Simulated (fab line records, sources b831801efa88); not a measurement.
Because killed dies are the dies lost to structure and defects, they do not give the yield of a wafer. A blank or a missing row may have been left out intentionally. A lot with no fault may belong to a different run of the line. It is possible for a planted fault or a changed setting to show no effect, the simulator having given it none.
fab line records    flow sfqLine
[record] lots = 14  wafers = 40  lastDay = 82
route steps=325 shown M6@252
lots untouched by any fault: they come from a run of this same line in which no faults occurred
startH: the number of hours between the record's first day and the start of the first shown wafer of the lot    waitH: time in hours since the lot's previous step    " repeats the value in the row above    L1.1+2: one row covering several wafers at once    - no value present, or no start provided    * or withheld: withheld    < > ~ a bound
route shown NAME@n: a module of which the file shows steps, and the number in the route of the first    usual: mean/standard deviation taken from wafers without a fault    same: alike in all rows    chamber/n: place in a boat    sites: readings site by site    _std_site: standard deviation of those values    _edge_site: inner sites' mean taken away from outer sites' mean    radiusMm: for every site, how far away it sits from the centre of the wafer    mask NAME#n: copy n    behind: the most recent tool/chamber to have shaped the wafer    hold: the reason the lot was held/the length of the hold in hours/how it ended    device: which transistor (n, p or np) failed to switch    end of line: tests of these same wafers at the route's end    for a step that has no rows: nothing shown but its recipe    killed: dies that structure and defects cost at the first sort, which is not the same as the wafer's yield    map: per-die view of a wafer (x killed, . not killed, _ where there is no die)
set.NAME: the setting the step ran with; set.NAME@STEP: the setting that earlier step ran with    model.NAME: the simulator's own value behind a step, which no gauge read
route steps across a sampled set of lots; one table per step, one row per wafer
services: a tool's chamber out of use, with start hour (startH, from the record's first day; less than 0 if before it), hours out, and reason
[[steps]]
[step SFQ_TRILAYER_M6_DEP_SPUTTER_157]
[recipe] material = Nb  basePressurePa = 1.33e-06  chamberPressurePa = 0.1333  substrateTempC = 20  targetThkNm = 200  powerW = 2000  timeS = 133.3
[usual] substrateTempC = 20.01/0.11  throttleValvePct = 30.1/0.91
lot.wafer  tool           chamber  startH   waitH  substrateTempC  throttleValvePct
L429.1     pvdSputter-06  -        1441.25  0.0    20.18           29.2
L429.2     "              -        "        "      20.00           30.0
L429.5     "              -        "        "      20.28           29.9
L430.1     pvdSputter-04  -        1449.65  0.0    19.97           29.1
L430.2     "              -        "        "      20.05           30.7
L430.3     "              -        "        "      20.01           30.7
L431.2     pvdSputter-04  -        1454.45  0.0    20.01           31.0
L431.4     "              -        "        "      20.00           30.5
L431.6     "              -        "        "      20.17           30.9
L432.3     pvdSputter-06  -        1591.01  0.0    19.83           29.3
L432.4     "              -        "        "      19.93           31.4
L432.6     "              -        "        "      19.80           29.3
L433.1     pvdSputter-05  -        1597.88  0.0    20.03           29.6
L433.2     "              -        "        "      20.04           30.0
L433.6     "              -        "        "      20.10           31.6
L435.3     pvdSputter-06  -        1601.46  0.0    20.11           31.6
L435.4     "              -        "        "      19.92           28.9
L435.6     "              -        "        "      20.08           29.4
L443.2     pvdSputter-06  -        1677.17  0.0    20.10           30.0
L443.4     "              -        "        "      19.99           31.1
L445.2     pvdSputter-06  -        1680.73  0.0    19.78           30.2
L445.6     "              -        "        "      20.09           30.1
L446.3     pvdSputter-05  -        1683.13  0.0    20.01           31.8
L446.5     "              -        "        "      19.95           31.8
L446.6     "              -        "        "      20.03           29.3
L447.1     pvdSputter-04  -        1684.33  0.0    20.05           29.2
L447.2     "              -        "        "      20.05           31.1
L447.3     "              -        "        "      19.99           31.1
L448.1     pvdSputter-05  -        1685.53  0.0    19.99           31.6
L448.5     "              -        "        "      20.15           29.4
L448.6     "              -        "        "      19.97           31.5
L449.1     pvdSputter-04  -        1721.33  0.0    19.90           31.0
L449.3     "              -        "        "      20.08           30.6
L449.5     "              -        "        "      19.88           30.8
L451.2     pvdSputter-06  -        1730.93  0.0    19.92           29.3
L451.4     "              -        "        "      20.05           28.6
L451.6     "              -        "        "      19.93           28.8
L452.2     pvdSputter-04  -        1733.33  0.0    19.85           29.2
L452.3     "              -        "        "      19.92           30.5
L452.4     "              -        "        "      20.05           31.1
[step SFQ_M6_RS_MEAS_938]
[recipe] thkMeasGauge = four-point-probe  reads = Nb_of_TRILAYER_M6_DEP_SPUTTER_157
[usual] M6_NB_RS = 0.889/0.0093
lot.wafer  tool          chamber  startH   waitH  M6_NB_RS[ohm/sq]
L429.1     filmMetro-01  -        1441.34  0.0    0.892
L429.2     "             -        "        "      0.895
L429.5     "             -        "        "      0.891
L430.1     filmMetro-01  -        1449.74  0.0    0.890
L430.2     "             -        "        "      0.889
L430.3     "             -        "        "      0.894
L431.2     filmMetro-04  -        1454.56  0.1    0.896
L431.4     "             -        "        "      0.895
L431.6     "             -        "        "      0.893
L432.3     filmMetro-01  -        1591.14  0.1    0.885
L432.4     "             -        "        "      0.887
L432.6     "             -        "        "      0.886
L433.1     filmMetro-02  -        1597.97  0.0    0.892
L433.2     "             -        "        "      0.890
L433.6     "             -        "        "      0.890
L435.3     filmMetro-02  -        1601.59  0.1    0.886
L435.4     "             -        "        "      0.886
L435.6     "             -        "        "      0.887
L443.2     filmMetro-04  -        1677.29  0.1    0.524
L443.4     "             -        "        "      0.892
L445.2     filmMetro-01  -        1680.84  0.1    0.532
L445.6     "             -        "        "      0.535
L446.3     filmMetro-02  -        1683.26  0.1    0.885
L446.5     "             -        "        "      0.894
L446.6     "             -        "        "      0.884
L447.1     filmMetro-04  -        1684.42  0.0    0.874
L447.2     "             -        "        "      0.877
L447.3     "             -        "        "      0.862
L448.1     filmMetro-02  -        1685.62  0.0    0.871
L448.5     "             -        "        "      0.868
L448.6     "             -        "        "      0.881
L449.1     filmMetro-04  -        1721.42  0.0    0.887
L449.3     "             -        "        "      0.902
L449.5     "             -        "        "      0.895
L451.2     filmMetro-04  -        1731.04  0.1    0.887
L451.4     "             -        "        "      0.883
L451.6     "             -        "        "      0.882
L452.2     filmMetro-04  -        1733.44  0.1    0.886
L452.3     "             -        "        "      0.893
L452.4     "             -        "        "      0.883
[step SFQ_TRILAYER_M6_ETCH_METAL_ETCH_162]
[recipe] target = Nb  stopOn = SiO2  maskMaterial = PR  chemistry = Cl2/Ar  targetDepthNm = 240  icpW = 600  biasW = 80  pressureMtorr = 10  timeS = 120
[usual] drypumpMotorCurrentA = 5.5/0.44  oesProductAu = 0.894/0.0067
lot.wafer  tool         chamber  startH   waitH  drypumpMotorCurrentA  oesProductAu  rfHoursCounterH
L429.1     rieMetal-04  1        1466.21  0.0    5.0                   0.893         2
L429.2     "            0        "        "      5.2                   0.894         75
L429.5     "            1        "        "      5.0                   0.892         -
L430.1     rieMetal-04  0        1587.78  0.0    5.3                   0.894         89
L430.2     "            1        "        "      5.0                   0.896         10
L430.3     "            0        "        "      5.3                   0.897         -
L431.2     rieMetal-03  0        1594.63  0.0    6.1                   0.887         37
L431.4     "            1        "        "      5.0                   0.892         -
L431.6     "            1        "        "      5.0                   0.887         -
L432.3     rieMetal-03  1        1631.09  0.1    5.0                   0.895         -
L432.4     "            0        "        "      6.1                   0.893         -
L432.6     "            1        "        "      4.9                   0.889         -
L433.1     rieMetal-01  0        1634.65  0.0    6.1                   0.894         88
L433.2     "            1        "        "      5.5                   0.893         35
L433.6     "            0        "        "      6.1                   0.897         -
L435.3     rieMetal-01  0        1639.50  0.1    6.1                   0.890         -
L435.4     "            1        "        "      5.5                   0.902         -
L435.6     "            1        "        "      5.5                   0.889         -
L443.2     rieMetal-01  0        1706.30  0.0    6.1                   1.013         101
L443.4     "            1        "        "      5.5                   0.887         -
L445.2     rieMetal-03  0        1709.90  0.0    6.1                   1.006         60
L445.6     "            1        "        "      5.0                   1.003         -
L446.3     rieMetal-01  0        1712.34  0.1    6.1                   0.897         -
L446.5     "            1        "        "      5.5                   0.890         -
L446.6     "            0        "        "      6.1                   0.892         -
L447.1     rieMetal-01  1        1715.70  0.0    5.5                   0.903         50
L447.2     "            0        "        "      6.1                   0.896         103
L447.3     "            1        "        "      5.5                   0.916         -
L448.1     rieMetal-04  0        1716.90  0.0    5.3                   0.901         108
L448.5     "            0        "        "      5.3                   0.911         -
L448.6     "            1        "        "      5.0                   0.890         -
L449.1     rieMetal-01  1        1746.89  0.0    5.5                   0.896         54
L449.3     "            0        "        "      6.1                   0.887         -
L449.5     "            0        "        "      6.1                   0.892         -
L451.2     rieMetal-04  0        1757.69  0.0    5.3                   0.894         115
L451.4     "            0        "        "      5.3                   0.896         -
L451.6     "            1        "        "      5.0                   0.904         -
L452.2     rieMetal-04  0        1763.34  0.0    5.2                   0.889         115
L452.3     "            1        "        "      5.0                   0.886         -
L452.4     "            0        "        "      5.3                   0.900         -
[[services]]
tool           chamber  startH   hours  kind
rieMetal-04    1        1439.34  -      clean
rieMetal-04    1        1439.34  -      consumableReplace:focusRing
rieMetal-04    1        1439.34  14.7   scheduledDown
rieMetal-04    1        1439.34  14.7   ventCycle
rieMetal-04    0        1467.35  1.2    repair
pvdSputter-06  -        1471.12  2.8    repair
rieMetal-01    0        1473.61  1.1    repair
rieMetal-04    1        1516.00  26.5   repair
pvdSputter-05  -        1592.70  3.2    repair
pvdSputter-04  -        1605.02  11.2   repair
pvdSputter-05  0        1606.73  -      consumableReplace:kit
pvdSputter-05  0        1606.73  18.0   scheduledDown
pvdSputter-05  -        1608.88  3.4    repair
pvdSputter-06  -        1676.52  0.6    repair
pvdSputter-06  -        1684.54  6.1    repair
pvdSputter-04  -        1690.26  4.1    repair
rieMetal-04    -        1699.03  14.6   pm
pvdSputter-05  -        1706.57  0.6    repair
pvdSputter-04  2        1708.42  -      consumableReplace:kit
pvdSputter-04  2        1708.42  18.0   scheduledDown
pvdSputter-04  2        1708.42  18.0   ventCycle
rieMetal-04    -        1713.63  1.4    pm
rieMetal-04    0        1719.21  1.7    repair
rieMetal-01    -        1752.88  0.4    repair
[[key]]
[firstSign] step = SFQ_M6_RS_MEAS_938  reading = M6_NB_RS  direction = down  sigmas = 38  usual = 0.889  struck = 0.530
[effect] step = SFQ_TRILAYER_M6_ETCH_METAL_ETCH_162  reading = oesProductAu  direction = up  sigmas = 17  usual = 0.894  struck = 1.007
metAt SFQ_TRILAYER_M6_DEP_SPUTTER_157
struckLots L443,L445
struckWafers L443.2,L445.2,L445.6
onsetBetween 1601.46 1677.17
[fault] kind = processParameterDrift  tool = pvdSputter-06  chamber = -  onsetH = 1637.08  steps = SFQ_TRILAYER_M6_DEP_SPUTTER_157  channel = timeS  offset = *  shape = step  endH = 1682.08  scope = struckWafersOnly  actsIn = *  stated = *
